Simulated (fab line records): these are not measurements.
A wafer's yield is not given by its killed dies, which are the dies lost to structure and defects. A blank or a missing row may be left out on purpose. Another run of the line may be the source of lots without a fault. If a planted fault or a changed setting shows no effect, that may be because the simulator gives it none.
A lot that was struck, set against a sound lot	flow sky130	31 steps out of a route of 708
Sound: the wafers L779.1, L779.4, L779.6. Wafers struck: L787.2, L787.3, L787.6. The cause is given at the end.
Per side, at each step with rows, come the tool, then ch with its chambers, and then its first start. Under that, the readings that differ: sound wafers	struck wafers	difference of the means	sigmas: that difference in standard deviations of wafers without a fault.
alike: readings whose means differ by less than 2 such deviations, and words and numbers that are the same on both sides. not compared: withheld readings, readings that some wafer has no value for, bounds like >300 that may hide the same value, and numbers for which the record gives no deviation and whose values overlap.
Wherever a step has rows on one side only, a row that says differs or no value, or a row with sigmas, the two part there. Non-overlapping numbers with no deviation appear without sigmas and do not part them. A reading that every wafer of one side lacks parts them only if that side has two wafers or more.

SKY_VIA1_ETCH_15: etches SiO2 in C4F8/O2/Ar, stops on TiN, target depth 351 nm, time 54 s.
  sound on rie diel-04 ch 0,1,2, day 35 21:16; struck on rie diel-03 ch 0,2, day 38 05:41
  alike: oes product au
  not compared: rf hours counter h
SKY_VIA1_STRIP_16: strips in O2/N2.
  sound on plasma asher-01 ch 0,1, day 35 21:19; struck on plasma asher-03 ch 0, day 38 05:44
  alike: drypump motor current A, n2 flow sccm, oes product au, strip time to endpoint s
  not compared: rf hours counter h
then, 3 steps without rows for these wafers: SKY_VIA1_STRIP_17 (strips in post etch residue remover, time 1200 s); SKY_VIA1_CLEAN_18 (cleans in IPA, time 180 s); SKY_VIA1_CLEAN_19 (cleans in O3/DIW).
SKY_VIA1_SPUTTER_20: material TiN, target thk 20 nm, time 80 s.
  sound on pvd sputter-02 at day 35 21:55; struck on pvd sputter-01 at day 38 06:19
  alike: cathode dc power W, throttle valve pct
SKY_VIA1_CVD_21: deposits W, target thk 270 nm, time 80.902 s.
  sound on cvd w-01 ch 0,1, day 35 21:59; struck on cvd w-01 ch 0,1, day 38 06:23
  alike: heater power w
SKY_VIA1_RS_MEAS_22: uses a four-point probe to measure.
  sound on film metro-01 at day 35 22:04; struck on film metro-04 at day 38 06:30
  alike: VIA1_W_RS
SKY_VIA1_THK_MEAS_23: measures by xrf.
  sound on film metro-01 at day 35 22:11; struck on film metro-04 at day 38 06:37
  alike: VIA1_W_THK
then, 3 steps without rows for these wafers: SKY_VIA1_CMP_24 (polishes, stops on SiO2, t overpolish 15 s, target thk 0 nm); SKY_METAL2_SPUTTER_00 (material Ti, target thk 15 nm, time 10 s); SKY_METAL2_SPUTTER_01 (material TiN, target thk 20 nm, time 16.7 s).
SKY_METAL2_SPUTTER_02: material AlCu, target thk 250 nm, time 13.3 s.
  sound on pvd sputter-04 at day 35 22:36; struck on pvd sputter-04 at day 38 07:08
reading	sound	struck	difference	sigmas
model.AlCu_of_METAL2_SPUTTER_02.thk nm (nm)	246.5 250 248.1	187.3 183.4 188.2	-61.9	
  alike: cathode dc power W, throttle valve pct
then, 2 steps without rows for these wafers: SKY_METAL2_SPUTTER_03 (material Ti, target thk 5 nm, time 3.3 s); SKY_METAL2_SPUTTER_04 (material TiN, target thk 70 nm, time 58.3 s).
SKY_METAL2_RS_MEAS_05: uses a four-point probe to measure.
  sound on film metro-02 at day 35 22:41; struck on film metro-03 at day 38 07:32
reading	sound	struck	difference	sigmas
METAL2_ALCU_RS (ohm/sq)	0.1281 0.1265 0.1277	0.1708 0.1746 0.1699	+0.0443	+32
  not compared: hold
SKY_METAL2_THK_MEAS_06: measures by xrf.
  sound on film metro-02 at day 35 22:49; struck on film metro-03 at day 38 12:55
reading	sound	struck	difference	sigmas
METAL2_ALCU_THK (nm)	245.9 246.8 246.4	185.4 181.5 187.2	-61.7	-21
  not compared: hold
then, 7 steps without rows for these wafers: SKY_METAL2_HMDS_08 (prime time 60 s); SKY_METAL2_COAT_09 (resist thk 60 nm); SKY_METAL2_COAT_10 (resist thk 450 nm); SKY_METAL2_SOFTBAKE_11 (time 90 s); SKY_METAL2_EXPOSE_12 (exposes mask MM2, target cd 140 nm); SKY_METAL2_PEB_13; SKY_METAL2_DEVELOP_14 (develop time 60 s).
SKY_METAL2_CD_MEAS_15 targets a cd of 140 nm.
  sound on cd sem-02 at day 37 00:58; struck on cd sem-01 at day 39 08:53
  alike: cd nm
SKY_METAL2_OVL_MEAS_16:
  sound on overlay-02 at day 37 01:05; struck on overlay-02 at day 39 09:00
  alike: METAL2_OVL
SKY_METAL2_DESCUM_17: chemistry O2, time 8 s.
  sound on rie metal-04 ch 0,1, day 37 01:07; struck on rie metal-01 ch 0,1, day 39 09:02
  alike: drypump motor current A, he backside leak sccm, oes product au
  not compared: rf hours counter h
then, 1 step without rows for these wafers: SKY_METAL2_ETCH_18 (etches BARC in N2/H2, stops on SiO2, time 45.9 s, target depth 60 nm).
SKY_METAL2_METAL_ETCH_19: etches the open film in Cl2/BCl3, stops on SiO2, target depth 360 nm, time 78 s.
  sound on rie metal-04 ch 0,1, day 37 01:13; struck on rie metal-01 ch 0,1, day 39 09:07
reading	sound	struck	difference	sigmas
he backside leak sccm (sccm)	3.1 3.2 3.2	3.4 6.5 3.3	+1.2	+3
oes product au (a.u.)	0.847 0.855 0.856	0.802 0.791 0.799	-0.055	-10
  alike: bcl3 flow sccm, drypump motor current A, throttle valve pct
  not compared: rf hours counter h
then, 1 step without rows for these wafers: SKY_METAL2_STRIP_20 (strips in O2/N2).
-- the record jumps here: 10 days lie between the struck wafers' starts before and after (it left off in module METAL2 and takes up again in module PAD_OPEN, whose first step shown is number 708 of the route) --
SKY_PAD_OPEN_PROBE_99:
  sound on prober-01 at day 47 12:16; struck on prober-01 at day 49 04:56
reading	sound	struck	difference	sigmas
model.etest.met2.line ohm um	0.9423 0.9364 0.9209	1.32 1.301 1.279	+0.37	
model.etest.met2.rs ohm sq	0.1296 0.1297 0.1287	0.1768 0.177 0.1737	+0.0465	
  alike: defect limited yield, killed_at_M0_to_M3, killed_at_M4_up, killed at contacts, killed at front end, killed at other, killed dies, killed open, killed short, sort_bin_3_pad_short, sort_bin_5_function, sort_bin_6_memory, sort n pass, sort yield pct

WHERE THEY PART
Last at SKY_METAL2_METAL_ETCH_19 as far as this record goes, first at SKY_METAL2_RS_MEAS_05. Later steps at which nothing parts them and some readings are alike: SKY_PAD_OPEN_PROBE_99.

WHY: what had been put in by the simulator
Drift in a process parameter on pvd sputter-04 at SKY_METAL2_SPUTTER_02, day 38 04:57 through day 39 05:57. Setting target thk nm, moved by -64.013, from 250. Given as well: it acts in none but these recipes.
